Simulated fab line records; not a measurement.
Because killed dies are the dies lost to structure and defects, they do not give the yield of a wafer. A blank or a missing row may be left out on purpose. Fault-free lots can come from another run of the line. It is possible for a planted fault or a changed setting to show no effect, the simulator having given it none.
2 desks looking at one fault + flow sfq_line + only its own numbers are on each desk; what lay behind them is given at the end

FOR THE TOOL OWNER'S DESK: pecvd-04
The tool's own readings at SFQ_TRILAYER_A5C_DEP_PECVD_142 (deposits SiO2 from SiH4/N2O, time 15.556 s, target thk 70 nm): means of the sampled wafers that have a number, for each lot that ran on this tool. Marked OUT: a lot whose mean sits more than 4 standard deviations from the usual mean, which makes it out of limits; the brackets give that distance.
Columns: A = heater_power_w at SFQ_TRILAYER_A5C_DEP_PECVD_142, usual 88 W; B = rf_fwd_power_W at SFQ_TRILAYER_A5C_DEP_PECVD_142, usual 179.6 W; C = throttle_valve_pct at SFQ_TRILAYER_A5C_DEP_PECVD_142, usual 24.1 %
| lot  | first seen here | A  | B     | C    |
|------|-----------------|----|-------|------|
| L582 | day 60 15:47    | 79 | 179.5 | 22.9 |
| L586 | day 62 04:02    | 73 | 179.8 | 23.5 |
| L587 | day 62 06:26    | 80 | 179.2 | 23.1 |
| L590 | day 62 14:50    | 85 | 178.4 | 23.1 |
| L592 | day 63 01:28    | 82 | 179.1 | 23.2 |
This desk's verdict: no lot among the 5 shows anything out of limits.

METROLOGY DESK
Lot by lot, what the gauges showed, no matter which tool ran the lot: averages of those sampled wafers that carry a number. Marked OUT: a lot whose mean sits more than 4 standard deviations from the usual mean, which makes it out of limits; the brackets give that distance.
Columns: A = I6_BOW at SFQ_I6_BOW_MEAS_941, usual 5 um
| lot  | first seen here | A   |
|------|-----------------|-----|
| L582 | day 65 22:23    | -6  |
| L583 | day 70 20:31    | 14  |
| L585 | day 71 03:15    | 6   |
| L586 | day 71 06:51    | -7  |
| L587 | day 71 10:38    | 12  |
| L588 | day 71 13:01    | -13 |
| L590 | day 71 17:52    | -4  |
| L592 | day 71 23:50    | 15  |
| L596 | day 76 03:29    | 4   |
| L599 | day 77 00:59    | 11  |
| L600 | day 77 04:34    | 21  |
| L601 | day 77 14:43    | 9   |
| L602 | day 77 15:52    | 16  |
| L605 | day 78 00:53    | -1  |
This desk's verdict: no lot among the 14 shows anything out of limits.

PUT TOGETHER
The tool owner's desk saw nothing out of limits.
The metrology desk saw nothing out of limits.

WHAT THE SIMULATOR HAD INSERTED
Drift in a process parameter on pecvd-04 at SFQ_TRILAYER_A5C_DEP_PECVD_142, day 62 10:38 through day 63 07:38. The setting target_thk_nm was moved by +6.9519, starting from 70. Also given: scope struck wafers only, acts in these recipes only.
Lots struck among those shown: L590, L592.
